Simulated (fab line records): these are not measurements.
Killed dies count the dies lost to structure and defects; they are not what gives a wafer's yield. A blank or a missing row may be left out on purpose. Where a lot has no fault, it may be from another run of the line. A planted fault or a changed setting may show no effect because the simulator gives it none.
Which tool is to blame? ; flow sky130 ; 12 lots, 36 wafers sampled, at 5 steps of a route of 708

WHAT THE GAUGES READ, wafer by wafer
SKY_VIA3_OVL_MEAS_13. Usual: VIA3_OVL -1 nm, standard deviation 5.5.
lot;measured;on;VIA3_OVL (nm);flag
L720;day 39 16:26;overlay-02;-6 2 -5;
L723;day 40 23:57;overlay-02;-2 -1 -1;
L724;day 41 06:14;overlay-01;-8 -10 -12;
L725;day 41 17:33;overlay-01;5 3 5;
L727;day 42 07:12;overlay-01;-7 3 0;
L728;day 42 10:31;overlay-02;3 6 7;
L729;day 42 16:15;overlay-01;-3 -7 -10;
L730;day 43 07:43;overlay-02;8 3 9;
L738;day 45 01:57;overlay-02;-1 -1 -1;
L740;day 45 10:00;overlay-01;4 1 0;
L741;day 45 18:12;overlay-01;3 5 2;
L742;day 45 23:15;overlay-01;-3 0 -5;

SKY_VIA3_THK_MEAS_23: measures by xrf. Usual: VIA3_W_THK 391 nm, standard deviation 6.
lot;measured;on;VIA3_W_THK (nm);flag
L720;day 39 17:29;film metro-03;396 394 396;
L723;day 41 01:03;film metro-03;384 389 386;
L724;day 41 07:17;film metro-03;388 385 385;
L725;day 41 18:39;film metro-04;396 397 398;
L727;day 42 08:16;film metro-03;388 388 382;
L728;day 42 11:33;film metro-04;389 390 393;
L729;day 42 17:17;film metro-01;386 384 377;
L730;day 43 08:49;film metro-01;393 388 390;
L738;day 45 02:59;film metro-04;390 395 390;
L740;day 45 11:03;film metro-04;384 393 390;
L741;day 45 19:22;film metro-03;397 395 403;
L742;day 46 00:17;film metro-03;396 391 399;

EACH LOT AND THE TOOL THAT RAN IT (in order: tool; ch and the chambers of the sampled wafers; start)
lot;SKY_POLY_GATE_IMPLANT_02;SKY_RES_PROTECT_STRIP_07;SKY_METAL3_DESCUM_15
L720;implanter-03 ch 0, day 15 04:51;plasma asher-03 ch 0,1, day 15 04:59;rie metal-03 ch 0,1, day 38 15:38
L723;implanter-01 ch 0, day 16 16:37;plasma asher-04 ch 1, day 16 16:46;rie metal-04 ch 0,1, day 39 22:05
L724;implanter-02 ch 0, day 16 20:48;plasma asher-04 ch 0,1, day 16 20:56;rie metal-03 ch 0, day 40 04:11
L725;implanter-03 ch 0, day 17 10:26;plasma asher-04 ch 0,1, day 17 10:34;rie metal-01 ch 0,1, day 40 14:53
L727;implanter-02 ch 0, day 18 02:07;plasma asher-02 ch 0,1, day 18 02:16;rie metal-04 ch 0, day 41 06:05
L728;implanter-01 ch 0, day 18 08:23;plasma asher-03 ch 0,1, day 18 08:30;rie metal-03 ch 0,1, day 41 08:48
L729;implanter-02 ch 0, day 18 17:59;plasma asher-02 ch 0,1, day 18 18:07;rie metal-01 ch 0,1, day 41 15:23
L730;implanter-02 ch 0, day 19 05:31;plasma asher-03 ch 0,1, day 19 05:39;rie metal-04 ch 0,1, day 42 06:38
L738;implanter-03 ch 0, day 22 02:27;plasma asher-02 ch 0,1, day 22 02:35;rie metal-01 ch 0,1, day 44 02:25
L740;implanter-02 ch 0, day 22 12:23;plasma asher-02 ch 0,1, day 22 12:31;rie metal-03 ch 0,1, day 44 10:36
L741;implanter-02 ch 0, day 23 01:59;plasma asher-03 ch 0,1, day 23 02:07;rie metal-03 ch 0,1, day 44 18:56
L742;implanter-02 ch 0, day 23 07:35;plasma asher-03 ch 0,1, day 23 07:44;rie metal-04 ch 0,1, day 44 23:32
- SKY_POLY_GATE_IMPLANT_02
- SKY_RES_PROTECT_STRIP_07: strips in O2/N2.
- SKY_METAL3_DESCUM_15: chemistry O2, time 8 s.

WHAT THE TOOLS THEMSELVES READ (means of the sampled wafers that have a number; where no wafer has one, the mark that the record gives instead)
SKY_POLY_GATE_IMPLANT_02. Usual: 1.14e-05 Torr for end station pressure torr, sd 1.7e-06.
lot;tool;end station pressure torr (Torr);flag
L720;implanter-03;9.37e-06;
L723;implanter-01;9.93e-06;
L724;implanter-02;1.30e-05;
L725;implanter-03;9.63e-06;
L727;implanter-02;1.33e-05;
L728;implanter-01;1.07e-05;
L729;implanter-02;5.50e-05;OFF
L730;implanter-02;5.79e-05;OFF
L738;implanter-03;9.90e-06;
L740;implanter-02;1.35e-05;
L741;implanter-02;1.29e-05;
L742;implanter-02;1.36e-05;

SKY_RES_PROTECT_STRIP_07. Usual: drypump motor current A 5.9 A, standard deviation 0.39; oes product au 0.518 a.u., standard deviation 0.0047; strip time to endpoint s 23.30 s, standard deviation 0.048.
lot;tool;drypump motor current A (A);oes product au (a.u.);strip time to endpoint s (s);flag
L720;plasma asher-03;5.7;0.517;23.30;
L723;plasma asher-04;5.8;0.517;23.29;
L724;plasma asher-04;5.7;0.519;23.37;
L725;plasma asher-04;5.7;0.516;23.29;
L727;plasma asher-02;6.0;0.520;23.31;
L728;plasma asher-03;6.0;0.515;23.27;
L729;plasma asher-02;6.2;0.511;23.96;OFF
L730;plasma asher-03;5.7;0.510;23.91;OFF
L738;plasma asher-02;6.2;0.520;23.38;
L740;plasma asher-02;6.2;0.519;23.32;
L741;plasma asher-03;5.7;0.517;23.33;
L742;plasma asher-03;5.7;0.517;23.24;

SKY_METAL3_DESCUM_15. Usual: drypump motor current A 5.6 A, standard deviation 0.38; oes product au 1.003 a.u., standard deviation 0.0088; rf fwd power W 147.3 W, standard deviation 0.73.
lot;tool;drypump motor current A (A);oes product au (a.u.);rf fwd power W (W);flag
L720;rie metal-03;5.4;0.999;147.3;
L723;rie metal-04;5.7;0.985;148.1;
L724;rie metal-03;5.6;1.001;147.7;
L725;rie metal-01;6.1;1.012;146.6;
L727;rie metal-04;5.7;1.002;148.0;
L728;rie metal-03;5.4;1.003;147.5;
L729;rie metal-01;5.9;1.015;146.3;
L730;rie metal-04;5.6;1.002;147.6;
L738;rie metal-01;5.9;1.011;146.7;
L740;rie metal-03;5.2;1.005;146.7;
L741;rie metal-03;5.4;0.999;147.2;
L742;rie metal-04;5.6;0.996;147.9;

THE ANSWER, worked out from the rows above alone
Rule: a lot is off if the mean of its wafers that have a number lies more than 3 standard deviations from the usual mean. A lot without any number at a reading at which 4 lots or more have one is off too. Where the step has rows for the other lots, those lots are counted as sound. First the gauges in route order, then the tools' own readings, where a lot's mean is used as printed above. The first step at which some lot is off is used, and at that step the reading that is off furthest; a lot without a number counts as furthest.
Off: L729, L730, at SKY_POLY_GATE_IMPLANT_02 (end station pressure torr).
If a tool, at that step or one of the process steps before it, ran each lot that is off and ran no sound lot following the first of them, it fits. Not one of the candidates tried fits.

WHAT THE SIMULATOR PUT IN
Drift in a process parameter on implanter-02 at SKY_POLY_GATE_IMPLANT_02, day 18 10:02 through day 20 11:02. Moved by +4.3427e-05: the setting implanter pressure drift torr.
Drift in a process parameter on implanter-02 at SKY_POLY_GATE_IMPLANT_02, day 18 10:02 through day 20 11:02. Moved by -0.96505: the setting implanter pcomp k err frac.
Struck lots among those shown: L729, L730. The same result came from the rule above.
